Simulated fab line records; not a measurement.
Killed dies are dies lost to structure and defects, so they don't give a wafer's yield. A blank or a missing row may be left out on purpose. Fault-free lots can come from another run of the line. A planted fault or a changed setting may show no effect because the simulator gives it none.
Shared-tool check	flow sky130	Lots sampled 12, wafers sampled 36

== WHY THIS WAS OPENED ==
1 of 12 lots carry a flag on the reading SONOS_ONO_CVD_02_THK at SKY_SONOS_ONO_THK_MEAS_03. Fault-free wafers read 10.50 nm, with a standard deviation of 0.17.
Rule: flag the lot when none of its wafers has a number, or when each of its wafers that has one lies beyond 4 standard deviations from that mean. The other lots count as sound.

lot	measured	on	SONOS_ONO_CVD_02_THK (nm), wafer by wafer	flag
L176	day 11 15:11	filmMetro-02	10.55 10.48 10.55	
L177	day 11 16:28	filmMetro-01	10.70 10.63 10.69	
L179	day 12 14:37	filmMetro-02	10.44 10.40 10.60	
L180	day 12 23:57	filmMetro-02	10.72 10.43 10.62	
L182	day 13 17:12	filmMetro-01	10.75 10.69 10.48	
L185	day 14 09:02	filmMetro-02	15.95 15.95 16.13	FLAGGED
L193	day 17 23:35	filmMetro-02	10.37 10.50 10.30	
L194	day 17 23:35	filmMetro-01	10.67 10.67 10.74	
L195	day 18 02:41	filmMetro-01	10.45 10.48 10.37	
L196	day 18 11:04	filmMetro-01	10.27 10.46 10.33	
L197	day 18 18:46	filmMetro-01	10.61 10.66 10.36	
L198	day 18 21:10	filmMetro-03	10.61 10.49 10.52	
The mean of the flagged lots' numbers is 16.01 nm, +5.51 nm from the usual (+32 standard deviations).

== TOOL THAT RAN EACH LOT ==
The record holds 3 process steps before the reading, out of a route of 708 steps. Each cell gives the tool, then ch followed by the chambers the sampled wafers passed through, then the start.
lot	flag	SKY_NWELL_RTA_28	SKY_VT_ADJUST_PCH_STRIP_09	SKY_SONOS_ONO_CVD_02
L176		rtpAnneal-01 ch 0, day 5 08:50	plasmaAsher-02 ch 0,1, day 10 11:07	lpcvd-02 ch 1, day 11 14:08
L177		rtpAnneal-02 ch 0, day 5 13:02	plasmaAsher-04 ch 0,1, day 10 13:28	lpcvd-02 ch 1, day 11 15:25
L179		rtpAnneal-02 ch 0, day 6 03:47	plasmaAsher-04 ch 0,1, day 11 11:01	lpcvd-02 ch 1, day 12 13:34
L180		rtpAnneal-01 ch 0, day 6 08:53	plasmaAsher-04 ch 0,1, day 11 18:00	lpcvd-02 ch 1, day 12 22:21
L182		rtpAnneal-02 ch 0, day 6 21:26	plasmaAsher-02 ch 0,1, day 12 10:52	lpcvd-02 ch 1, day 13 16:09
L185	FLAGGED	rtpAnneal-02 ch 0, day 7 11:59	plasmaAsher-03 ch 0,1, day 13 03:30	lpcvd-02 ch 1, day 14 07:59
L193		rtpAnneal-02 ch 0, day 10 04:52	plasmaAsher-04 ch 0,1, day 16 10:51	lpcvd-02 ch 1, day 17 22:00
L194		rtpAnneal-01 ch 0, day 10 06:09	plasmaAsher-03 ch 0,1, day 16 13:04	lpcvd-02 ch 0, day 17 22:00
L195		rtpAnneal-02 ch 0, day 10 07:12	plasmaAsher-03 ch 0, day 16 15:46	lpcvd-02 ch 1, day 18 01:37
L196		rtpAnneal-01 ch 0, day 10 11:46	plasmaAsher-03 ch 0, day 16 23:15	lpcvd-02 ch 0, day 18 10:00
L197		rtpAnneal-01 ch 0, day 10 19:21	plasmaAsher-02 ch 0,1, day 17 07:40	lpcvd-02 ch 1, day 18 17:43
L198		rtpAnneal-02 ch 0, day 10 21:53	plasmaAsher-04 ch 0,1, day 17 11:13	lpcvd-02 ch 1, day 18 20:07
What is done by these steps:
- SKY_NWELL_RTA_28: time 30 s.
- SKY_VT_ADJUST_PCH_STRIP_09: strips in O2/N2.
- SKY_SONOS_ONO_CVD_02: deposits Si3N4 from DCS/NH3, target thk 10.5 nm, time 180 s.
- SKY_SONOS_ONO_THK_MEAS_03

== FLAGGED OVER TOTAL, TOOL BY TOOL (the gauges that took the reading come last) ==
step	tool	lots run	flagged	share of the flagged lots	sound lots run after its first flagged lot
SKY_NWELL_RTA_28	rtpAnneal-01	5	0	none	-
SKY_NWELL_RTA_28	rtpAnneal-02	7	1	all	3 (L193,L195,L198)
SKY_VT_ADJUST_PCH_STRIP_09	plasmaAsher-02	3	0	none	-
SKY_VT_ADJUST_PCH_STRIP_09	plasmaAsher-03	4	1	all	3 (L194,L195,L196)
SKY_VT_ADJUST_PCH_STRIP_09	plasmaAsher-04	5	0	none	-
SKY_SONOS_ONO_CVD_02	lpcvd-02	12	1	all	6 (L193,L194,L195,L196,L197,L198)
SKY_SONOS_ONO_THK_MEAS_03	filmMetro-01	6	0	none	-
SKY_SONOS_ONO_THK_MEAS_03	filmMetro-02	5	1	all	1 (L193)
SKY_SONOS_ONO_THK_MEAS_03	filmMetro-03	1	0	none	-

== THE TABLE: WHAT IT ALLOWS ==
4 rows of the table ran every flagged lot: rtpAnneal-02 at SKY_NWELL_RTA_28, plasmaAsher-03 at SKY_VT_ADJUST_PCH_STRIP_09, lpcvd-02 at SKY_SONOS_ONO_CVD_02, filmMetro-02 at SKY_SONOS_ONO_THK_MEAS_03.
- rtpAnneal-02 at SKY_NWELL_RTA_28: 1 of its 7 lots flagged. Sound lots ran on it after the first flagged one (L193, L195, L198), which a lasting fault on the whole tool wouldn't allow.
- plasmaAsher-03 at SKY_VT_ADJUST_PCH_STRIP_09: 1 of its 4 lots flagged. Sound lots ran on it after the first flagged one (L194, L195, L196), which a lasting fault on the whole tool wouldn't allow.
- lpcvd-02 at SKY_SONOS_ONO_CVD_02: 1 of its 12 lots flagged. Sound lots ran on it after the first flagged one (L193, L194, L195, L196, L197, L198), which a lasting fault on the whole tool wouldn't allow.
- filmMetro-02 at SKY_SONOS_ONO_THK_MEAS_03: 1 of its 5 lots flagged. Sound lots ran on it after the first flagged one (L193), which a lasting fault on the whole tool wouldn't allow.
No row of the table ran every flagged lot and no sound lot after the first.

== WHAT HAD BEEN PUT IN BY THE SIMULATOR ==
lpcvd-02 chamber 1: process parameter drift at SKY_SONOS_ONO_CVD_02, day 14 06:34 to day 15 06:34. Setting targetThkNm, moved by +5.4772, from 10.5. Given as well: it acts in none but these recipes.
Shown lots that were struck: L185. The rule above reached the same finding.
